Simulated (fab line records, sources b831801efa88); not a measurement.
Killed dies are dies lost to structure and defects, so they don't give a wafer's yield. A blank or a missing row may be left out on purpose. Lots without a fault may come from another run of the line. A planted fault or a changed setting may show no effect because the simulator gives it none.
Problem report in the 8D (eight disciplines) form, filled by code | flow sfq_line | the parts of the form that need people (team, actions taken, sign-off) are left out

1. THE PROBLEM
I1_OVL at SFQ_I1_OVL_MEAS_913 reads a mean of 78 nm on 6 wafers of 2 lots; wafers without a fault read 2 nm with a standard deviation of 6.2. That is +12 standard deviations from the usual mean.
First seen on wafer L981.2, day 37 04:23, on overlay-01. The record holds 42 wafers of 14 lots with a number at this step. Rule for "out", or "out of limits": more than 4 standard deviations from the usual mean. The other wafers with a number count as sound.

2. WHAT IT IS AND WHAT IT IS NOT
question                    | is                     | is not
which readings at this step | I1_OVL                 | -
which lots                  | L981, L982             | L961, L963, L964, L967, L969, L971, L972, L975, L979, L980, L983, L984
which wafers of those lots  | all that have a number | -
read on which gauges        | overlay-01             | overlay-02
when                        | from day 37 04:23      | up to then (30 sound wafers); but 6 sound wafers of L983, L984 came after

3. SUSPECTS, AND WHAT RULES EACH OUT
Counting: a tool at a process step up to the reading stays a suspect if it ran every lot that is out and no sound lot after the first of them.
- the gauge at SFQ_I1_OVL_MEAS_913: kept. All the wafers that are out were read on overlay-01, and no step on other tools shows them out.
- krf_scanner-01 at SFQ_TRILAYER_I1_VIA_LITHO_EXPOSE_050 (exposes mask I1, target cd 500 nm): kept. It ran every lot that is out, first L981 (day 37 03:05), and no sound lot after that; its last sound lot up to then is L980 (day 36 21:05).
Left after counting: krf_scanner-01 at SFQ_TRILAYER_I1_VIA_LITHO_EXPOSE_050, overlay-01 at SFQ_I1_OVL_MEAS_913.

4. THE CAUSE (what the simulator had put in)
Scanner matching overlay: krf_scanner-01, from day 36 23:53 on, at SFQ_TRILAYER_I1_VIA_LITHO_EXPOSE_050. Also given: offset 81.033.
Counting left 2 suspects, and this tool is among them.

5. THE CHAIN OF EFFECTS, in route order
Each row: a reading whose mean over the struck wafers that have a number lies more than 3 standard deviations from the usual. Only readings for which the record gives a usual standard deviation are gone through. hours: the time from each lot's start at the first step in this table that gives one to its start at this step, as a median over the lots. sigmas: the change in usual standard deviations.
hours | step                | reading | usual | on struck wafers | change | sigmas
0     | SFQ_I1_OVL_MEAS_913 | I1_OVL  | 2 nm  | 78               | +76    | +12
Later measuring or inspecting steps at which every struck wafer that the step has a row for has a number for every such reading, and none has moved that far: SFQ_I4_OVL_MEAS_928.

6. WHAT WOULD HAVE CAUGHT IT SOONER
In this record the first reading out of limits at a measuring or inspecting step was taken at day 37 04:23, 4 hours after the fault began at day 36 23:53.
Of the tool readings at SFQ_TRILAYER_I1_VIA_LITHO_EXPOSE_050 for which the record gives a usual standard deviation, none was out on any struck wafer, so an alarm limit of 4 standard deviations on them would not have fired.
Of the lots that are out (2), L982 began SFQ_TRILAYER_I1_VIA_LITHO_EXPOSE_050 on krf_scanner-01 after day 37 04:23. A hold on the tool at that time would have spared it.
